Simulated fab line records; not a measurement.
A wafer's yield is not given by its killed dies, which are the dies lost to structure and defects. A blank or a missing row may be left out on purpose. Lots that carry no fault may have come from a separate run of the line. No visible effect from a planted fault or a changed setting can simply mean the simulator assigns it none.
The same fault as seen by 2 desks :: flow gf180mcu :: every desk sees just its own numbers, and what lay behind them comes last

AT THE TOOL OWNER'S DESK: plasma_asher-01
The tool's own readings at GF_NWELL_STRIP_10 (strips in O2/N2): means of the sampled wafers that have a number, for each lot that ran on this tool. A lot is out of limits, marked OUT, if its mean lies more than 4 standard deviations from the usual mean; the brackets give that distance.
Columns: A = chamber_pressure_mTorr at GF_NWELL_STRIP_10, usual 1499.9 mTorr; B = drypump_motor_current_A at GF_NWELL_STRIP_10, usual 5.53 A; C = heater_power_w at GF_NWELL_STRIP_10, usual 366 W; D = n2_flow_sccm at GF_NWELL_STRIP_10, usual 300.1 sccm; E = o2_flow_sccm at GF_NWELL_STRIP_10, usual 3000 sccm; F = oes_product_au at GF_NWELL_STRIP_10, usual 0.722 a.u.; G = strip_time_to_endpoint_s at GF_NWELL_STRIP_10, usual 36.97 s
lot: L972
first seen here: day 4 00:56
A: 1499.7
B: 5.29
C: 322
D: 299.9
E: 3008
F: 0.722
G: 37.05

lot: L974
first seen here: day 4 15:14
A: 1500.7
B: 5.28
C: 338
D: 299.1
E: 3005
F: 0.723
G: 36.76

lot: L983
first seen here: day 6 10:14
A: 1498.9
B: 5.31
C: 322
D: 300.2
E: 3000
F: 0.724
G: 36.91

lot: L984
first seen here: day 6 17:05
A: 1500.8
B: 5.31
C: 318
D: 299.9
E: 2998
F: 0.722
G: 36.96
Result from this desk: across the 4 lots, nothing is out of limits.

THE METROLOGY DESK
What the gauges read for every lot (on any tool): the sampled wafers with a number, averaged. A lot is out of limits, marked OUT, if its mean lies more than 4 standard deviations from the usual mean; the brackets give that distance.
Columns: A = PASSIVATION_BOW at GF_PASSIVATION_BOW_MEAS_14, usual 137 um
lot: L969
first seen here: day 28 13:33
A: 152

lot: L971
first seen here: day 29 08:25
A: 138

lot: L972
first seen here: day 29 18:14
A: 133

lot: L974
first seen here: day 30 13:33
A: 127

lot: L973
first seen here: day 30 14:37
A: 133

lot: L975
first seen here: day 31 00:06
A: 120

lot: L983
first seen here: day 33 00:10
A: 141

lot: L984
first seen here: day 33 11:10
A: 143

lot: L986
first seen here: day 33 18:41
A: 129

lot: L987
first seen here: day 34 00:43
A: 138

lot: L989
first seen here: day 34 05:55
A: 139

lot: L992
first seen here: day 34 20:15
A: 142
Result from this desk: across the 12 lots, nothing is out of limits.

TAKEN TOGETHER
The desk of the tool owner found nothing out of limits.
Metrology desk: nothing out of limits seen.

WHAT HAD BEEN PUT IN BY THE SIMULATOR
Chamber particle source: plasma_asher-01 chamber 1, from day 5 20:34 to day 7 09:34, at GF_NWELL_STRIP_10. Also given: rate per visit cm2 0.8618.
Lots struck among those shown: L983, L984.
